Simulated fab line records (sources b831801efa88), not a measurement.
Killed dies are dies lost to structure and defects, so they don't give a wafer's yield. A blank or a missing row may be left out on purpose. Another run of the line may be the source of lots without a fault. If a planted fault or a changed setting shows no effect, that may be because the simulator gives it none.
fab line records / flow sky130 / part 2 of 2: steps 30 to 39 of 39
record: lots: 5 wafers: 15 last_day: 49
route steps=708 shown METAL1@444 VIA1@458
lots that met no fault: from a run of the same line without faults
start_h: the number of hours between the record's first day and the start of the first shown wafer of the lot / wait_h: hours elapsed since this lot's preceding step / " unchanged from the row above / L1.1+2: a single row standing in for several wafers / - no value, or no start was given / * or withheld: withheld / < > ~ a bound
route shown NAME@n: NAME is a module with steps in the file, n the number in the route of the first one / usual: mean/standard deviation of fault-free wafers / same: alike in all rows / chamber/n: place in a boat / sites: the reading at each site / _std_site: the values' standard deviation / _edge_site: mean of outer sites minus mean of inner sites / radius_mm: how far each site lies from the wafer's centre / mask NAME#n: copy n / behind: tool/chamber where the wafer was last shaped / hold: reason for holding the lot/hours on hold/outcome of the hold / device: the n, p or np transistor that did not switch / end of line: at the end of the route, the tests of the same wafers / where a step has no rows: the recipe by itself / killed: the dies lost at the first sort to structure and to defects; this is not the yield of the wafer / map: per-die view of a wafer (x killed, . not killed, _ where there is no die)
set.NAME: setting as actually run; set.NAME@STEP: the setting as run at that earlier step / model.NAME: the simulator's own value behind a step, which no gauge read
lots at some steps of the route; a table a step, a row a wafer
services: a tool's chamber out of use, with start hour (start_h, from the record's first day; less than 0 if before it), hours out, and reason
== steps ==
step: SKY_VIA1_ETCH_15
recipe: target: SiO2 chemistry: C4F8/O2/Ar target_depth_nm: 351 stop_on: TiN mask_material: KrF-thick source_w: 1500 bias_w: 1200 pressure_mtorr: 40 c4f8_flow_sccm: withheld O2_flow_sccm: 6 Ar_flow_sccm: 300 time_s: 54
usual: oes_product_au: 0.982/0.0053
lot.wafer=L078.1 tool=rie_diel-01 chamber=1 start_h=823.15 wait_h=0.0 oes_product_au=0.980 rf_hours_counter_h=2
lot.wafer=L078.4 tool=rie_diel-01 chamber=3 start_h=823.15 wait_h=0.0 oes_product_au=0.990 rf_hours_counter_h=-
lot.wafer=L078.6 tool=rie_diel-01 chamber=0 start_h=823.15 wait_h=0.0 oes_product_au=0.995 rf_hours_counter_h=-
lot.wafer=L080.2 tool=rie_diel-01 chamber=1 start_h=863.00 wait_h=0.0 oes_product_au=0.982 rf_hours_counter_h=3
lot.wafer=L080.3 tool=rie_diel-01 chamber=0 start_h=863.00 wait_h=0.0 oes_product_au=0.980 rf_hours_counter_h=19
lot.wafer=L080.5 tool=rie_diel-01 chamber=2 start_h=863.00 wait_h=0.0 oes_product_au=0.987 rf_hours_counter_h=-
lot.wafer=L082.1 tool=rie_diel-04 chamber=0 start_h=863.36 wait_h=0.0 oes_product_au=0.986 rf_hours_counter_h=9
lot.wafer=L082.4 tool=rie_diel-04 chamber=2 start_h=863.36 wait_h=0.0 oes_product_au=0.976 rf_hours_counter_h=17
lot.wafer=L082.5 tool=rie_diel-04 chamber=3 start_h=863.36 wait_h=0.0 oes_product_au=0.979 rf_hours_counter_h=-
lot.wafer=L083.3 tool=rie_diel-01 chamber=1 start_h=869.01 wait_h=0.0 oes_product_au=0.980 rf_hours_counter_h=3
lot.wafer=L083.4 tool=rie_diel-01 chamber=3 start_h=869.01 wait_h=0.0 oes_product_au=0.987 rf_hours_counter_h=7
lot.wafer=L083.5 tool=rie_diel-01 chamber=0 start_h=869.01 wait_h=0.0 oes_product_au=0.980 rf_hours_counter_h=-
lot.wafer=L091.1 tool=rie_diel-01 chamber=1 start_h=919.38 wait_h=0.0 oes_product_au=0.982 rf_hours_counter_h=5
lot.wafer=L091.3 tool=rie_diel-01 chamber=2 start_h=919.38 wait_h=0.0 oes_product_au=0.987 rf_hours_counter_h=3
lot.wafer=L091.6 tool=rie_diel-01 chamber=3 start_h=919.38 wait_h=0.0 oes_product_au=0.983 rf_hours_counter_h=-
step: SKY_VIA1_STRIP_16
recipe: chemistry: O2/N2 power_w: 1400 pressure_mtorr: 1500 platen_temp_c: withheld o2_flow_sccm: 3000 n2_flow_sccm: 300 overash_fraction: 0.5
usual: drypump_motor_current_A: 5.6/0.41 oes_product_au: 0.416/0.0047 strip_time_to_endpoint_s: 4.466/0.022
lot.wafer=L078.1 tool=plasma_asher-03 chamber=0 start_h=823.19 wait_h=0.0 drypump_motor_current_A=5.3 oes_product_au=0.422 rf_hours_counter_h=70 strip_time_to_endpoint_s=4.494
lot.wafer=L078.4 tool=plasma_asher-03 chamber=1 start_h=823.19 wait_h=0.0 drypump_motor_current_A=5.9 oes_product_au=0.417 rf_hours_counter_h=- strip_time_to_endpoint_s=4.482
lot.wafer=L078.6 tool=plasma_asher-03 chamber=0 start_h=823.19 wait_h=0.0 drypump_motor_current_A=5.3 oes_product_au=0.417 rf_hours_counter_h=- strip_time_to_endpoint_s=4.471
lot.wafer=L080.2 tool=plasma_asher-02 chamber=0 start_h=863.04 wait_h=0.0 drypump_motor_current_A=5.1 oes_product_au=0.410 rf_hours_counter_h=42 strip_time_to_endpoint_s=4.452
lot.wafer=L080.3 tool=plasma_asher-02 chamber=1 start_h=863.04 wait_h=0.0 drypump_motor_current_A=5.3 oes_product_au=0.414 rf_hours_counter_h=- strip_time_to_endpoint_s=4.415
lot.wafer=L080.5 tool=plasma_asher-02 chamber=1 start_h=863.04 wait_h=0.0 drypump_motor_current_A=5.3 oes_product_au=0.413 rf_hours_counter_h=- strip_time_to_endpoint_s=4.433
lot.wafer=L082.1 tool=plasma_asher-04 chamber=0 start_h=863.41 wait_h=0.0 drypump_motor_current_A=6.1 oes_product_au=0.411 rf_hours_counter_h=103 strip_time_to_endpoint_s=4.494
lot.wafer=L082.4 tool=plasma_asher-04 chamber=1 start_h=863.41 wait_h=0.0 drypump_motor_current_A=6.1 oes_product_au=0.416 rf_hours_counter_h=- strip_time_to_endpoint_s=4.500
lot.wafer=L082.5 tool=plasma_asher-04 chamber=0 start_h=863.41 wait_h=0.0 drypump_motor_current_A=6.1 oes_product_au=0.414 rf_hours_counter_h=- strip_time_to_endpoint_s=4.478
lot.wafer=L083.3 tool=plasma_asher-04 chamber=1 start_h=869.09 wait_h=0.1 drypump_motor_current_A=6.1 oes_product_au=0.414 rf_hours_counter_h=- strip_time_to_endpoint_s=4.460
lot.wafer=L083.4 tool=plasma_asher-04 chamber=0 start_h=869.09 wait_h=0.1 drypump_motor_current_A=6.2 oes_product_au=0.415 rf_hours_counter_h=- strip_time_to_endpoint_s=4.471
lot.wafer=L083.5 tool=plasma_asher-04 chamber=0 start_h=869.09 wait_h=0.1 drypump_motor_current_A=6.1 oes_product_au=0.413 rf_hours_counter_h=- strip_time_to_endpoint_s=4.437
lot.wafer=L091.1 tool=plasma_asher-04 chamber=1 start_h=919.42 wait_h=0.0 drypump_motor_current_A=6.1 oes_product_au=0.419 rf_hours_counter_h=109 strip_time_to_endpoint_s=4.478
lot.wafer=L091.3 tool=plasma_asher-04 chamber=0 start_h=919.42 wait_h=0.0 drypump_motor_current_A=6.1 oes_product_au=0.415 rf_hours_counter_h=- strip_time_to_endpoint_s=4.463
lot.wafer=L091.6 tool=plasma_asher-04 chamber=1 start_h=919.42 wait_h=0.0 drypump_motor_current_A=6.2 oes_product_au=0.414 rf_hours_counter_h=- strip_time_to_endpoint_s=4.498
step: SKY_VIA1_STRIP_17
recipe: chemistry: post_etch_residue_remover time_s: 1200 temp_c: 72.5
lot.wafer=L078.1+4+6 tool=wet_bench-01 chamber=0 start_h=823.29 wait_h=0.1
lot.wafer=L080.2+3+5 tool=wet_bench-04 chamber=2 start_h=863.14 wait_h=0.1
lot.wafer=L082.1+4+5 tool=wet_bench-01 chamber=1 start_h=863.51 wait_h=0.1
lot.wafer=L083.3+4+5 tool=wet_bench-01 chamber=3 start_h=869.16 wait_h=0.0
lot.wafer=L091.1+3+6 tool=wet_bench-01 chamber=3 start_h=919.52 wait_h=0.1
step: SKY_VIA1_CLEAN_18
recipe: chemistry: IPA time_s: 180 temp_c: 25
lot.wafer=L078.1+4+6 tool=wet_bench-03 chamber=1 start_h=823.70 wait_h=0.0
lot.wafer=L080.2+3+5 tool=wet_bench-03 chamber=3 start_h=863.48 wait_h=0.0
lot.wafer=L082.1+4+5 tool=wet_bench-03 chamber=1 start_h=863.88 wait_h=0.0
lot.wafer=L083.3+4+5 tool=wet_bench-04 chamber=2 start_h=869.53 wait_h=0.0
lot.wafer=L091.1+3+6 tool=wet_bench-04 chamber=3 start_h=919.87 wait_h=0.0
step: SKY_VIA1_CLEAN_19
recipe: chemistry: O3/DIW dry: n2_spin
lot.wafer=L078.1+4+6 tool=wet_bench-01 chamber=0 start_h=823.77 wait_h=0.0
lot.wafer=L080.2+3+5 tool=wet_bench-03 chamber=2 start_h=863.54 wait_h=0.0
lot.wafer=L082.1+4+5 tool=wet_bench-04 chamber=0 start_h=863.94 wait_h=0.0
lot.wafer=L083.3+4+5 tool=wet_bench-03 chamber=3 start_h=869.59 wait_h=0.0
lot.wafer=L091.1+3+6 tool=wet_bench-04 chamber=0 start_h=919.92 wait_h=0.0
step: SKY_VIA1_SPUTTER_20
recipe: material: TiN target_thk_nm: 20 chamber_pressure_pa: 5 power_w: 4000 time_s: 80
usual: chamber_pressure_pa: 4.999/0.0099 throttle_valve_pct: 29.5/1.1
lot.wafer=L078.1 tool=pvd_sputter-04 chamber=- start_h=823.88 wait_h=0.0 chamber_pressure_pa=4.984 throttle_valve_pct=28.2
lot.wafer=L078.4 tool=pvd_sputter-04 chamber=- start_h=823.88 wait_h=0.0 chamber_pressure_pa=4.981 throttle_valve_pct=29.5
lot.wafer=L078.6 tool=pvd_sputter-04 chamber=- start_h=823.88 wait_h=0.0 chamber_pressure_pa=4.995 throttle_valve_pct=28.3
lot.wafer=L080.2 tool=pvd_sputter-03 chamber=- start_h=863.63 wait_h=0.0 chamber_pressure_pa=4.999 throttle_valve_pct=31.2
lot.wafer=L080.3 tool=pvd_sputter-03 chamber=- start_h=863.63 wait_h=0.0 chamber_pressure_pa=4.992 throttle_valve_pct=28.9
lot.wafer=L080.5 tool=pvd_sputter-03 chamber=- start_h=863.63 wait_h=0.0 chamber_pressure_pa=4.997 throttle_valve_pct=27.7
lot.wafer=L082.1 tool=pvd_sputter-04 chamber=- start_h=864.04 wait_h=0.0 chamber_pressure_pa=4.984 throttle_valve_pct=29.1
lot.wafer=L082.4 tool=pvd_sputter-04 chamber=- start_h=864.04 wait_h=0.0 chamber_pressure_pa=5.005 throttle_valve_pct=28.5
lot.wafer=L082.5 tool=pvd_sputter-04 chamber=- start_h=864.04 wait_h=0.0 chamber_pressure_pa=4.996 throttle_valve_pct=29.2
lot.wafer=L083.3 tool=pvd_sputter-03 chamber=- start_h=869.68 wait_h=0.0 chamber_pressure_pa=4.994 throttle_valve_pct=31.2
lot.wafer=L083.4 tool=pvd_sputter-03 chamber=- start_h=869.68 wait_h=0.0 chamber_pressure_pa=5.006 throttle_valve_pct=29.0
lot.wafer=L083.5 tool=pvd_sputter-03 chamber=- start_h=869.68 wait_h=0.0 chamber_pressure_pa=4.998 throttle_valve_pct=30.8
lot.wafer=L091.1 tool=pvd_sputter-03 chamber=- start_h=920.02 wait_h=0.0 chamber_pressure_pa=5.000 throttle_valve_pct=27.5
lot.wafer=L091.3 tool=pvd_sputter-03 chamber=- start_h=920.02 wait_h=0.0 chamber_pressure_pa=5.008 throttle_valve_pct=28.9
lot.wafer=L091.6 tool=pvd_sputter-03 chamber=- start_h=920.02 wait_h=0.0 chamber_pressure_pa=4.999 throttle_valve_pct=31.1
step: SKY_VIA1_CVD_21
recipe: material: W target_thk_nm: 270 time_s: 80.902 temp_c: 400 pressure_torr: 40
usual: heater_power_w: 903/71
lot.wafer=L078.1 tool=cvd_w-02 chamber=1 start_h=823.94 wait_h=0.0 heater_power_w=951
lot.wafer=L078.4 tool=cvd_w-02 chamber=0 start_h=823.94 wait_h=0.0 heater_power_w=886
lot.wafer=L078.6 tool=cvd_w-02 chamber=1 start_h=823.94 wait_h=0.0 heater_power_w=963
lot.wafer=L080.2 tool=cvd_w-01 chamber=1 start_h=863.70 wait_h=0.0 heater_power_w=963
lot.wafer=L080.3 tool=cvd_w-01 chamber=1 start_h=863.70 wait_h=0.0 heater_power_w=958
lot.wafer=L080.5 tool=cvd_w-01 chamber=0 start_h=863.70 wait_h=0.0 heater_power_w=815
lot.wafer=L082.1 tool=cvd_w-01 chamber=0 start_h=864.10 wait_h=0.0 heater_power_w=803
lot.wafer=L082.4 tool=cvd_w-01 chamber=1 start_h=864.10 wait_h=0.0 heater_power_w=977
lot.wafer=L082.5 tool=cvd_w-01 chamber=0 start_h=864.10 wait_h=0.0 heater_power_w=805
lot.wafer=L083.3 tool=cvd_w-01 chamber=0 start_h=869.77 wait_h=0.1 heater_power_w=790
lot.wafer=L083.4 tool=cvd_w-01 chamber=1 start_h=869.77 wait_h=0.1 heater_power_w=971
lot.wafer=L083.5 tool=cvd_w-01 chamber=0 start_h=869.77 wait_h=0.1 heater_power_w=772
lot.wafer=L091.1 tool=cvd_w-01 chamber=1 start_h=920.08 wait_h=0.0 heater_power_w=952
lot.wafer=L091.3 tool=cvd_w-01 chamber=0 start_h=920.08 wait_h=0.0 heater_power_w=785
lot.wafer=L091.6 tool=cvd_w-01 chamber=1 start_h=920.08 wait_h=0.0 heater_power_w=965
step: SKY_VIA1_RS_MEAS_22
recipe: thk_meas_gauge: four-point-probe reads: W_of_VIA1_CVD_21+TiN_of_VIA1_SPUTTER_20
usual: VIA1_W_RS: 0.429/0.0047
lot.wafer=L078.1 tool=film_metro-01 chamber=- start_h=824.03 wait_h=0.1 VIA1_W_RS[ohm/sq]=0.426
lot.wafer=L078.4 tool=film_metro-01 chamber=- start_h=824.03 wait_h=0.1 VIA1_W_RS[ohm/sq]=0.429
lot.wafer=L078.6 tool=film_metro-01 chamber=- start_h=824.03 wait_h=0.1 VIA1_W_RS[ohm/sq]=0.424
lot.wafer=L080.2 tool=film_metro-03 chamber=- start_h=863.81 wait_h=0.1 VIA1_W_RS[ohm/sq]=0.434
lot.wafer=L080.3 tool=film_metro-03 chamber=- start_h=863.81 wait_h=0.1 VIA1_W_RS[ohm/sq]=0.435
lot.wafer=L080.5 tool=film_metro-03 chamber=- start_h=863.81 wait_h=0.1 VIA1_W_RS[ohm/sq]=0.436
lot.wafer=L082.1 tool=film_metro-02 chamber=- start_h=864.19 wait_h=0.1 VIA1_W_RS[ohm/sq]=0.433
lot.wafer=L082.4 tool=film_metro-02 chamber=- start_h=864.19 wait_h=0.1 VIA1_W_RS[ohm/sq]=0.434
lot.wafer=L082.5 tool=film_metro-02 chamber=- start_h=864.19 wait_h=0.1 VIA1_W_RS[ohm/sq]=0.432
lot.wafer=L083.3 tool=film_metro-03 chamber=- start_h=869.88 wait_h=0.1 VIA1_W_RS[ohm/sq]=0.433
lot.wafer=L083.4 tool=film_metro-03 chamber=- start_h=869.88 wait_h=0.1 VIA1_W_RS[ohm/sq]=0.432
lot.wafer=L083.5 tool=film_metro-03 chamber=- start_h=869.88 wait_h=0.1 VIA1_W_RS[ohm/sq]=0.429
lot.wafer=L091.1 tool=film_metro-03 chamber=- start_h=920.17 wait_h=0.1 VIA1_W_RS[ohm/sq]=0.436
lot.wafer=L091.3 tool=film_metro-03 chamber=- start_h=920.17 wait_h=0.1 VIA1_W_RS[ohm/sq]=0.434
lot.wafer=L091.6 tool=film_metro-03 chamber=- start_h=920.17 wait_h=0.1 VIA1_W_RS[ohm/sq]=0.425
step: SKY_VIA1_THK_MEAS_23
recipe: thk_meas_gauge: xrf reads: W_of_VIA1_CVD_21
usual: VIA1_W_THK: 269/3.2
lot.wafer=L078.1 tool=film_metro-01 chamber=- start_h=824.15 wait_h=0.1 VIA1_W_THK[nm]=268
lot.wafer=L078.4 tool=film_metro-01 chamber=- start_h=824.15 wait_h=0.1 VIA1_W_THK[nm]=267
lot.wafer=L078.6 tool=film_metro-01 chamber=- start_h=824.15 wait_h=0.1 VIA1_W_THK[nm]=269
lot.wafer=L080.2 tool=film_metro-03 chamber=- start_h=863.92 wait_h=0.1 VIA1_W_THK[nm]=266
lot.wafer=L080.3 tool=film_metro-03 chamber=- start_h=863.92 wait_h=0.1 VIA1_W_THK[nm]=267
lot.wafer=L080.5 tool=film_metro-03 chamber=- start_h=863.92 wait_h=0.1 VIA1_W_THK[nm]=265
lot.wafer=L082.1 tool=film_metro-02 chamber=- start_h=864.31 wait_h=0.1 VIA1_W_THK[nm]=270
lot.wafer=L082.4 tool=film_metro-02 chamber=- start_h=864.31 wait_h=0.1 VIA1_W_THK[nm]=268
lot.wafer=L082.5 tool=film_metro-02 chamber=- start_h=864.31 wait_h=0.1 VIA1_W_THK[nm]=271
lot.wafer=L083.3 tool=film_metro-03 chamber=- start_h=869.98 wait_h=0.1 VIA1_W_THK[nm]=270
lot.wafer=L083.4 tool=film_metro-03 chamber=- start_h=869.98 wait_h=0.1 VIA1_W_THK[nm]=268
lot.wafer=L083.5 tool=film_metro-03 chamber=- start_h=869.98 wait_h=0.1 VIA1_W_THK[nm]=271
lot.wafer=L091.1 tool=film_metro-03 chamber=- start_h=920.29 wait_h=0.1 VIA1_W_THK[nm]=265
lot.wafer=L091.3 tool=film_metro-03 chamber=- start_h=920.29 wait_h=0.1 VIA1_W_THK[nm]=267
lot.wafer=L091.6 tool=film_metro-03 chamber=- start_h=920.29 wait_h=0.1 VIA1_W_THK[nm]=273
step: SKY_VIA1_CMP_24
recipe: stop_on: SiO2 t_overpolish_s: 15 down_force_psi: 3.5 platen_rpm: 60 target_thk_nm: 0 pad_velocity_m_s: 0.94248
usual: motor_current_A: 11.7/2 overpolish_run_s: 15.001/0.0092 slurry_filter_dp_kPa: 13.51/0.13 time_to_endpoint_s: 65.4/2.5
lot.wafer=L078.4 tool=cmp-02 chamber=2 start_h=824.21 wait_h=0.0 motor_current_A=14.0 overpolish_run_s=15.004 slurry_filter_dp_kPa=13.46 time_to_endpoint_s=65.3
lot.wafer=L078.1 tool=cmp-02 chamber=1 start_h=824.21 wait_h=0.0 motor_current_A=9.8 overpolish_run_s=15.008 slurry_filter_dp_kPa=13.39 time_to_endpoint_s=66.2
lot.wafer=L078.6 tool=cmp-02 chamber=2 start_h=824.21 wait_h=0.0 motor_current_A=14.3 overpolish_run_s=15.003 slurry_filter_dp_kPa=13.56 time_to_endpoint_s=68.0
lot.wafer=L080.2 tool=cmp-01 chamber=0 start_h=863.97 wait_h=0.0 motor_current_A=9.8 overpolish_run_s=15.029 slurry_filter_dp_kPa=13.51 time_to_endpoint_s=61.1
lot.wafer=L080.3 tool=cmp-01 chamber=1 start_h=863.97 wait_h=0.0 motor_current_A=9.7 overpolish_run_s=15.016 slurry_filter_dp_kPa=13.54 time_to_endpoint_s=61.3
lot.wafer=L080.5 tool=cmp-01 chamber=1 start_h=863.97 wait_h=0.0 motor_current_A=9.2 overpolish_run_s=14.994 slurry_filter_dp_kPa=13.57 time_to_endpoint_s=61.7
lot.wafer=L082.1 tool=cmp-01 chamber=2 start_h=864.37 wait_h=0.1 motor_current_A=14.4 overpolish_run_s=15.001 slurry_filter_dp_kPa=13.49 time_to_endpoint_s=67.9
lot.wafer=L082.4 tool=cmp-01 chamber=0 start_h=864.37 wait_h=0.1 motor_current_A=9.4 overpolish_run_s=15.027 slurry_filter_dp_kPa=13.58 time_to_endpoint_s=67.2
lot.wafer=L082.5 tool=cmp-01 chamber=2 start_h=864.37 wait_h=0.1 motor_current_A=14.9 overpolish_run_s=15.014 slurry_filter_dp_kPa=13.84 time_to_endpoint_s=68.6
lot.wafer=L083.3 tool=cmp-02 chamber=1 start_h=870.02 wait_h=0.0 motor_current_A=10.1 overpolish_run_s=15.000 slurry_filter_dp_kPa=13.56 time_to_endpoint_s=64.1
lot.wafer=L083.4 tool=cmp-02 chamber=0 start_h=870.02 wait_h=0.0 motor_current_A=12.8 overpolish_run_s=15.006 slurry_filter_dp_kPa=13.56 time_to_endpoint_s=64.5
lot.wafer=L083.5 tool=cmp-02 chamber=2 start_h=870.02 wait_h=0.0 motor_current_A=14.1 overpolish_run_s=15.012 slurry_filter_dp_kPa=13.51 time_to_endpoint_s=64.2
lot.wafer=L091.3 tool=cmp-01 chamber=1 start_h=920.35 wait_h=0.0 motor_current_A=9.7 overpolish_run_s=14.991 slurry_filter_dp_kPa=13.38 time_to_endpoint_s=61.6
lot.wafer=L091.1 tool=cmp-01 chamber=3 start_h=920.35 wait_h=0.0 motor_current_A=11.1 overpolish_run_s=15.000 slurry_filter_dp_kPa=13.60 time_to_endpoint_s=65.0
lot.wafer=L091.6 tool=cmp-01 chamber=2 start_h=920.35 wait_h=0.0 motor_current_A=14.5 overpolish_run_s=15.002 slurry_filter_dp_kPa=13.47 time_to_endpoint_s=68.2
== services ==
tool=cmp-01 chamber=- start_h=768.11 hours=5.6 kind=pm
tool=krf_scanner-01 chamber=- start_h=774.68 hours=1.3 kind=pm
tool=cvd_w-01 chamber=- start_h=775.01 hours=6.9 kind=pm
tool=cmp-01 chamber=- start_h=779.00 hours=8.9 kind=pm
tool=rie_diel-01 chamber=1 start_h=789.01 hours=3.9 kind=repair
tool=cmp-01 chamber=- start_h=790.10 hours=0.9 kind=repair
tool=rie_diel-01 chamber=- start_h=790.82 hours=2.8 kind=pm
tool=plasma_asher-04 chamber=- start_h=791.32 hours=0.8 kind=repair
tool=cmp-01 chamber=- start_h=803.22 hours=0.5 kind=repair
tool=krf_scanner-02 chamber=- start_h=810.40 hours=5.1 kind=repair
tool=rie_metal-03 chamber=- start_h=811.15 hours=1.4 kind=pm
tool=krf_scanner-01 chamber=- start_h=818.73 hours=10.2 kind=repair
tool=krf_scanner-02 chamber=- start_h=828.93 hours=3.6 kind=pm
tool=plasma_asher-04 chamber=- start_h=829.35 hours=28.1 kind=pm
tool=krf_scanner-02 chamber=- start_h=835.60 hours=4.4 kind=pm
tool=krf_scanner-02 chamber=- start_h=842.02 hours=1.3 kind=pm
tool=krf_scanner-02 chamber=- start_h=854.26 hours=0.8 kind=pm
tool=wet_bench-01 chamber=- start_h=858.03 hours=2.3 kind=repair
tool=rie_metal-03 chamber=1 start_h=871.88 hours=21.5 kind=repair
tool=krf_scanner-01 chamber=- start_h=904.05 hours=0.8 kind=pm
tool=rie_metal-03 chamber=0 start_h=904.62 hours=22.3 kind=repair
tool=krf_scanner-01 chamber=- start_h=907.28 hours=1.0 kind=pm
tool=cmp-01 chamber=- start_h=912.00 hours=4.0 kind=pm
tool=rie_metal-03 chamber=1 start_h=914.71 hours=3.7 kind=repair
